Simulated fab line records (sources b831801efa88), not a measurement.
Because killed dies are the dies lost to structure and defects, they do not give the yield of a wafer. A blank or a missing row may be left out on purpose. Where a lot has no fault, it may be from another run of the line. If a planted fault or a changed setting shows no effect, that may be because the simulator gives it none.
Matching of chambers | flow gf180mcu | cmp-01 running GF_V1_CMP_26: 4 sister chambers
The step polishes, stops on SiO2, t overpolish 15 s, target thk 0 nm. 4 wafers are shown with their chamber, then 8 later ones without.

## EACH WAFER AND ITS CHAMBER
wafer  | chamber | motorCurrentA (A)
L358.5 | 3       | 10.4
L360.1 | 1       | 11.1
L360.6 | 0       | 11.0
L361.3 | 2       | 11.2

## WAFERS WHOSE CHAMBER IS MISSING
wafer  | motorCurrentA (A)
L361.4 | 11.5
L361.6 | 10.8
L366.3 | 11.6
L366.4 | 11.1
L366.6 | 11.4
L367.3 | 12.3
L367.4 | 10.5
L367.5 | 11.9

## CHAMBER TAKEN BY EACH
wafer  | from the rows above               | in truth
L361.4 | can't be placed: 2 or 1 or 0 or 3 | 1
L361.6 | can't be placed: 0 or 1 or 2 or 3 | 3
L366.3 | can't be placed: 2 or 1 or 0 or 3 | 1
L366.4 | can't be placed: 1 or 0 or 2 or 3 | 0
L366.6 | can't be placed: 2 or 1 or 0 or 3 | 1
L367.3 | can't be placed: 2 or 1 or 0 or 3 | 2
L367.4 | can't be placed: 3 or 0 or 1 or 2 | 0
L367.5 | can't be placed: 2 or 1 or 0 or 3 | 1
Placed correctly: 0 of 8. Unplaceable from these rows: 8, with the true chamber sitting among the candidates in 8. Wrongly placed: 0.
How it was worked out, from the rows above alone: a wafer's distance from a chamber is the root of the sum, over the readings, of the square of ((its reading less the chamber's mean) divided by the reading's scatter). The wafer belongs to the nearest chamber; if the next one is less than 2 further off, it can't be placed. A chamber's mean is the mean of its shown wafers. The scatter (one wafer shown for each chamber): square how far every hidden wafer sits from the nearest shown wafer, average those squares and take the square root.
